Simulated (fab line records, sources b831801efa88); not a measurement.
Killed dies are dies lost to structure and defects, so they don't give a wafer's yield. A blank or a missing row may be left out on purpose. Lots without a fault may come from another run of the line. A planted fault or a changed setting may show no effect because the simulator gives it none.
Chamber matching | flow sky130 | SKY_CONTACT_ETCH_16 on rie_diel-01: 4 sister chambers
The step etches BARC in N2/H2, stops on SiO2, time 45.9 s, target depth 60 nm. 14 wafers are shown with their chamber, then 7 later ones without.

WAFERS WITH THEIR CHAMBER
wafer  | chamber | drypump_motor_current_A (A) | throttle_valve_pct (%) | oes_product_au (a.u.)
L077.1 | 1       | 5.1                         | 13.206                 | 0.853
L077.4 | 3       | 6.7                         | 13.230                 | 0.849
L077.5 | 2       | 5.2                         | 13.217                 | 0.855
L081.1 | 2       | 5.2                         | 13.232                 | 0.854
L081.4 | 3       | 6.7                         | 13.220                 | 0.860
L081.6 | 3       | 6.7                         | 13.226                 | 0.853
L084.3 | 2       | 5.2                         | 13.226                 | 0.862
L084.5 | 2       | 5.2                         | 13.230                 | 0.852
L084.6 | 1       | 5.1                         | 13.215                 | 0.861
L087.2 | 0       | 5.8                         | 13.223                 | 0.860
L087.3 | 2       | 5.2                         | 13.221                 | 0.858
L087.6 | 3       | 6.7                         | 13.222                 | 0.856
L088.1 | 3       | 6.6                         | 13.229                 | 0.852
L088.2 | 2       | 5.2                         | 13.225                 | 0.848

SIGNATURES (means of the wafers above)
reading                 | chamber 0 | chamber 1 | chamber 2 | chamber 3 | scatter within a chamber
drypump_motor_current_A | 5.800     | 5.100     | 5.200     | 6.680     | 0.0283
throttle_valve_pct      | 13.22300  | 13.21050  | 13.22517  | 13.22540  | 0.0052
oes_product_au          | 0.86000   | 0.85700   | 0.85483   | 0.85400   | 0.00468
Rule: a wafer's distance from a chamber is the root of the sum, over the readings, of the square of ((its reading less the chamber's mean) divided by the reading's scatter). The wafer belongs to the nearest chamber; if the next one is less than 2 further off, it can't be placed. The scatter: the root of (the sum of the squares of (reading less its chamber's mean) over the shown wafers, divided by (wafers less chambers)).

WAFERS WITHOUT THEIR CHAMBER
wafer  | drypump_motor_current_A (A) | throttle_valve_pct (%) | oes_product_au (a.u.)
L088.5 | 5.2                         | 13.211                 | 0.844
L092.3 | 5.8                         | 13.230                 | 0.863
L092.4 | 5.2                         | 13.227                 | 0.849
L092.5 | 5.3                         | 13.221                 | 0.856
L097.1 | 5.8                         | 13.228                 | 0.861
L097.4 | 5.1                         | 13.240                 | 0.859
L097.5 | 6.7                         | 13.217                 | 0.848

WHICH CHAMBER EACH WENT THROUGH
wafer  | from the rows above     | in truth
L088.5 | can't be placed: 2 or 1 | 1
L092.3 | 0                       | 0
L092.4 | 2                       | 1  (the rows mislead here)
L092.5 | 2                       | 2
L097.1 | 0                       | 0
L097.4 | can't be placed: 2 or 1 | 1
L097.5 | 3                       | 3
Placed correctly: 4 of 7. Can't be placed from these rows: 2 (the true chamber is among the candidates in 2). Placed wrongly: 1.
